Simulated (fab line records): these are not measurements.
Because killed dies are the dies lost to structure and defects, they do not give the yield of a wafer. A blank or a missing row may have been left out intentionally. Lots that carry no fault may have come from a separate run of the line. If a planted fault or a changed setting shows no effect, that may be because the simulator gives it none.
What tool caused it? | flow sky130 | 13 lots with 38 wafers sampled at 4 steps, on a route of 708 steps

WHAT THE GAUGES SHOWED, per wafer
SKY_SD_P_TW_MEAS_11.
lot  | measured     | on            | SD_P_TW
L380 | day 25 15:42 | film_metro-01 | 2858 2870 2864
L381 | day 25 23:10 | film_metro-03 | 2836 2818 2820
L382 | day 26 13:37 | film_metro-03 | 2823 2846 2821
L383 | day 26 20:16 | film_metro-02 | 2786 2803 2812
L384 | day 27 06:46 | film_metro-02 | 2611 2817 2801
L386 | day 28 02:07 | film_metro-03 | 2628 2821
L393 | day 30 02:01 | film_metro-02 | 2804 2806 2815
L394 | day 30 11:09 | film_metro-02 | 2796 2798 2808
L396 | day 31 04:31 | film_metro-02 | 2787 2778 2788
L397 | day 31 15:22 | film_metro-02 | 2769 2788 2774
L398 | day 31 21:37 | film_metro-02 | 2777 2776 2783
L399 | day 32 02:23 | film_metro-01 | 2867 2882 2891
L401 | day 32 20:52 | film_metro-03 | 2853 2839 2845

SKY_SD_N_RS_MEAS_17: a four-point-probe measurement.
lot  | measured     | on            | SD_P_RS (ohm/sq)
L380 | day 28 03:23 | film_metro-02 | 146.5 146.6 147.0
L381 | day 28 09:58 | film_metro-03 | 147.2 147.1 147.2
L382 | day 28 23:19 | film_metro-03 | 146.8 147.0 146.5
L383 | day 29 06:13 | film_metro-02 | 146.9 146.6 147.0
L384 | day 29 16:28 | film_metro-03 | 153.4 146.8 147.0
L386 | day 30 11:23 | film_metro-03 | 153.3 147.0
L393 | day 32 10:35 | film_metro-02 | 146.8 146.9 146.4
L394 | day 32 17:55 | film_metro-01 | 147.6 147.3 147.1
L396 | day 33 11:08 | film_metro-02 | 147.0 146.9 146.8
L397 | day 33 21:32 | film_metro-02 | 146.7 147.1 146.8
L398 | day 34 02:29 | film_metro-01 | 147.5 147.4 147.1
L399 | day 34 06:45 | film_metro-03 | 147.3 147.0 147.5
L401 | day 35 01:32 | film_metro-03 | 147.4 147.2 147.2

TOOL THAT RAN EACH LOT (tool first, then ch and the chambers of the sampled wafers, then the start)
lot  | SKY_SD_P_IMPLANT_09             | SKY_SD_P_STRIP_10
L380 | implanter-02 ch 0, day 25 15:27 | plasma_asher-04 ch 0,1, day 25 15:36
L381 | implanter-01 ch 0, day 25 22:55 | plasma_asher-03 ch 0,1, day 25 23:04
L382 | implanter-02 ch 0, day 26 13:22 | plasma_asher-03 ch 0,1, day 26 13:31
L383 | implanter-02 ch 0, day 26 20:01 | plasma_asher-01 ch 0,1, day 26 20:10
L384 | implanter-02 ch 0, day 27 06:31 | plasma_asher-01 ch 0,1, day 27 06:40
L386 | implanter-02 ch 0, day 28 01:52 | plasma_asher-01 ch 0, day 28 02:01
L393 | implanter-01 ch 0, day 30 01:47 | plasma_asher-01 ch 0, day 30 01:55
L394 | implanter-02 ch 0, day 30 10:54 | plasma_asher-01 ch 0,1, day 30 11:03
L396 | implanter-02 ch 0, day 31 04:18 | plasma_asher-03 ch 0,1, day 31 04:26
L397 | implanter-02 ch 0, day 31 15:08 | plasma_asher-01 ch 1, day 31 15:15
L398 | implanter-01 ch 0, day 31 21:22 | plasma_asher-01 ch 0,1, day 31 21:31
L399 | implanter-01 ch 0, day 32 02:08 | plasma_asher-01 ch 0,1, day 32 02:17
L401 | implanter-01 ch 0, day 32 20:38 | plasma_asher-01 ch 0,1, day 32 20:46
- SKY_SD_P_IMPLANT_09
- SKY_SD_P_STRIP_10: strips in O2/N2.

AS READ BY THE TOOLS THEMSELVES (means over the sampled wafers that have a number; for cases with no such wafer, the mark the record gives instead)
SKY_SD_P_IMPLANT_09.
lot  | tool         | dose_ions_cm2
L380 | implanter-02 | 3e+15
L381 | implanter-01 | 3e+15
L382 | implanter-02 | 3e+15
L383 | implanter-02 | 3e+15
L384 | implanter-02 | 3e+15
L386 | implanter-02 | 3e+15
L393 | implanter-01 | 3e+15
L394 | implanter-02 | 3e+15
L396 | implanter-02 | 3e+15
L397 | implanter-02 | 3e+15
L398 | implanter-01 | 3e+15
L399 | implanter-01 | 3e+15
L401 | implanter-01 | 3e+15

SKY_SD_P_STRIP_10.
lot  | tool            | drypump_motor_current_A (A) | oes_product_au (a.u.) | strip_time_to_endpoint_s (s)
L380 | plasma_asher-04 | 5.2                         | 0.620                 | 17.53
L381 | plasma_asher-03 | 5.6                         | 0.615                 | 17.56
L382 | plasma_asher-03 | 5.7                         | 0.618                 | 17.57
L383 | plasma_asher-01 | 5.9                         | 0.618                 | 17.45
L384 | plasma_asher-01 | 5.6                         | 0.623                 | 17.31
L386 | plasma_asher-01 | 5.3                         | 0.621                 | 17.12
L393 | plasma_asher-01 | 5.3                         | 0.618                 | 17.51
L394 | plasma_asher-01 | 5.9                         | 0.613                 | 17.53
L396 | plasma_asher-03 | 5.7                         | 0.617                 | 17.51
L397 | plasma_asher-01 | 6.2                         | 0.612                 | 17.50
L398 | plasma_asher-01 | 5.6                         | 0.615                 | 17.48
L399 | plasma_asher-01 | 5.9                         | 0.617                 | 17.51
L401 | plasma_asher-01 | 5.9                         | 0.622                 | 17.50

THE ANSWER, worked out from the rows above alone
Rule: the usual values come from the lots themselves. The widest of any qualifying gaps counts: lots, ordered by their means at a reading, are off when they make up no more than a third of the lots, leave a main group of 4 or more, and stand apart from it by 3 or more times the standard deviation of that group's means. A main group whose means are all the same, to the digits that the tables above print for the reading, isn't used. A lot without any number at a reading at which 4 lots or more have one is off too. All remaining lots with rows at the step are treated as sound. Order of review: gauges by route order, followed by the tools' own readings, for which a lot's mean as printed above is used. The first step at which some lot is off is used, and at that step the reading that is off furthest; a lot without a number counts as furthest.
Off: L384, L386, at SKY_SD_N_RS_MEAS_17 (SD_P_RS). The main group: mean 147.0 ohm/sq, standard deviation 0.25.
If a tool, at a process step before that reading, ran all the lots that are off and no sound lot after the first of them, it fits. Not tried: the gauges at SKY_SD_N_RS_MEAS_17; whatever is off there is also off at SKY_SD_P_STRIP_10, on other tools, and gauge error can't account for it. No candidate that was tried fits.

WHAT WAS PUT IN BY THE SIMULATOR
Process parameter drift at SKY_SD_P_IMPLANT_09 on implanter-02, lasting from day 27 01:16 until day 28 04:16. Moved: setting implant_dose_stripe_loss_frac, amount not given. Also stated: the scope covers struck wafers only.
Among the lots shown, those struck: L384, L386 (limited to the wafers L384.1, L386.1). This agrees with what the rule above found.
